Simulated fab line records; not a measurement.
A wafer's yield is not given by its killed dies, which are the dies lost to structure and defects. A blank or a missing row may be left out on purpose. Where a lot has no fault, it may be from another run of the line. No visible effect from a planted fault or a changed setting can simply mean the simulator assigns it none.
Which tool was responsible? | flow sky130 | 12 lots, 36 wafers sampled, at 1 step of a route of 708

== WHAT THE GAUGES READ, wafer by wafer ==
SKY_CAPM_OVL_MEAS_12.
lot  | measured     | on         | CAPM_OVL (nm)
L075 | day 37 13:26 | overlay-02 | -0.4 -0.4 -0.4
L077 | day 38 14:58 | overlay-01 | -1.1 -0.8 -0.1
L079 | day 39 04:01 | overlay-02 | -0.2 -1.0 -0.5
L081 | day 39 19:11 | overlay-02 | -1.5 -0.5 0.0
L083 | day 40 07:08 | overlay-02 | 1.1 1.9 1.3
L086 | day 41 02:29 | overlay-01 | 0.1 -0.3 -1.1
L087 | day 41 09:35 | overlay-02 | 1.0 2.0 1.8
L089 | day 41 22:08 | overlay-02 | 1.2 -1.1 -0.3
L091 | day 42 14:21 | overlay-01 | 2.1 -0.2 1.6
L093 | day 43 03:05 | overlay-02 | -2.2 -0.9 -1.0
L095 | day 43 11:48 | overlay-02 | 0.7 -1.1 -1.3
L097 | day 43 23:37 | overlay-02 | 0.1 -0.3 0.5

== WHICH TOOL RAN EACH LOT (tool, then ch and the chambers of the sampled wafers, then the start) ==
There is no process step in the record ahead of these readings.

== THE ANSWER, worked out from the rows above alone ==
Rule: the usual values come from the lots themselves. The widest of any qualifying gaps counts: lots, ordered by their means at a reading, are off when they make up no more than a third of the lots, leave a main group of 4 or more, and stand apart from it by 3 or more times the standard deviation of that group's means. A main group is skipped when, at the precision printed for the reading in the tables above, its means are all equal. A lot without any number at a reading at which 4 lots or more have one is off too. Where the step has rows for the other lots, those lots are counted as sound.
Nothing can be told from this: no lot is off at any reading shown.

== WHAT THE SIMULATOR PUT IN ==
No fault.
